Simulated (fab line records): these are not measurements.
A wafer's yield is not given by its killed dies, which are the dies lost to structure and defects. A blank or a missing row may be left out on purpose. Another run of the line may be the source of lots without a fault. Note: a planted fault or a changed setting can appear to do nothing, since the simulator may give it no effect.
Matching of chambers :: flow sky130 :: SKY_VIA3_CMP_02 on cmp-02: 4 sister chambers
The step polishes SiO2. 24 wafers are shown with their chamber, then 12 later ones without.

EACH WAFER AND ITS CHAMBER
wafer: L074.2
chamber: 3
motor-current-A (A): 13.9

wafer: L074.3
chamber: 1
motor-current-A (A): 12.3

wafer: L074.4
chamber: 0
motor-current-A (A): 11.7

wafer: L076.3
chamber: 0
motor-current-A (A): 12.0

wafer: L076.4
chamber: 1
motor-current-A (A): 12.8

wafer: L076.6
chamber: 3
motor-current-A (A): 13.4

wafer: L079.3
chamber: 3
motor-current-A (A): 14.2

wafer: L079.5
chamber: 1
motor-current-A (A): 12.3

wafer: L079.6
chamber: 2
motor-current-A (A): 10.2

wafer: L081.2
chamber: 2
motor-current-A (A): 10.3

wafer: L081.3
chamber: 1
motor-current-A (A): 12.2

wafer: L081.5
chamber: 2
motor-current-A (A): 10.6

wafer: L082.1
chamber: 1
motor-current-A (A): 12.4

wafer: L082.5
chamber: 2
motor-current-A (A): 10.3

wafer: L082.6
chamber: 1
motor-current-A (A): 11.9

wafer: L085.1
chamber: 3
motor-current-A (A): 13.6

wafer: L085.3
chamber: 1
motor-current-A (A): 12.7

wafer: L085.4
chamber: 0
motor-current-A (A): 12.2

wafer: L086.1
chamber: 2
motor-current-A (A): 10.9

wafer: L086.4
chamber: 3
motor-current-A (A): 13.6

wafer: L086.6
chamber: 0
motor-current-A (A): 11.8

wafer: L087.1
chamber: 1
motor-current-A (A): 12.3

wafer: L087.5
chamber: 1
motor-current-A (A): 12.4

wafer: L087.6
chamber: 0
motor-current-A (A): 11.7

SIGNATURES (means of the wafers above)
reading: motor-current-A
chamber 0: 11.880
chamber 1: 12.367
chamber 2: 10.460
chamber 3: 13.740
scatter within a chamber: 0.271
Rule: a wafer's distance from a chamber is the root of the sum, over the readings, of the square of ((its reading less the chamber's mean) divided by the reading's scatter). If the next closest chamber is less than 2 further off than the closest, the wafer can't be placed; otherwise it belongs to the closest. The scatter: take each reading less its chamber's mean, square it, sum over the shown wafers, divide by the number of wafers less the number of chambers, and take the root.

WAFERS WITH NO CHAMBER GIVEN
wafer: L088.1
motor-current-A (A): 14.1

wafer: L088.2
motor-current-A (A): 10.1

wafer: L088.4
motor-current-A (A): 12.4

wafer: L091.2
motor-current-A (A): 10.4

wafer: L091.3
motor-current-A (A): 14.9

wafer: L091.5
motor-current-A (A): 14.2

wafer: L094.1
motor-current-A (A): 11.7

wafer: L094.2
motor-current-A (A): 12.9

wafer: L094.5
motor-current-A (A): 12.4

wafer: L097.1
motor-current-A (A): 12.4

wafer: L097.2
motor-current-A (A): 14.4

wafer: L097.3
motor-current-A (A): 10.1

THE CHAMBER EACH PASSED THROUGH
wafer: L088.1
from the rows above: 3
in truth: 3

wafer: L088.2
from the rows above: 2
in truth: 2

wafer: L088.4
from the rows above: can't be placed: 1 or 0
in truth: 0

wafer: L091.2
from the rows above: 2
in truth: 2

wafer: L091.3
from the rows above: 3
in truth: 3

wafer: L091.5
from the rows above: 3
in truth: 3

wafer: L094.1
from the rows above: can't be placed: 0 or 1
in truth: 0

wafer: L094.2
from the rows above: can't be placed: 1 or 3 or 0
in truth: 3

wafer: L094.5
from the rows above: can't be placed: 1 or 0
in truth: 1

wafer: L097.1
from the rows above: can't be placed: 1 or 0
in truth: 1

wafer: L097.2
from the rows above: 3
in truth: 3

wafer: L097.3
from the rows above: 2
in truth: 2
Correct placement for 7 of the 12. Can't be placed from these rows: 5 (the true chamber is among the candidates in 5). Placed wrongly: 0.
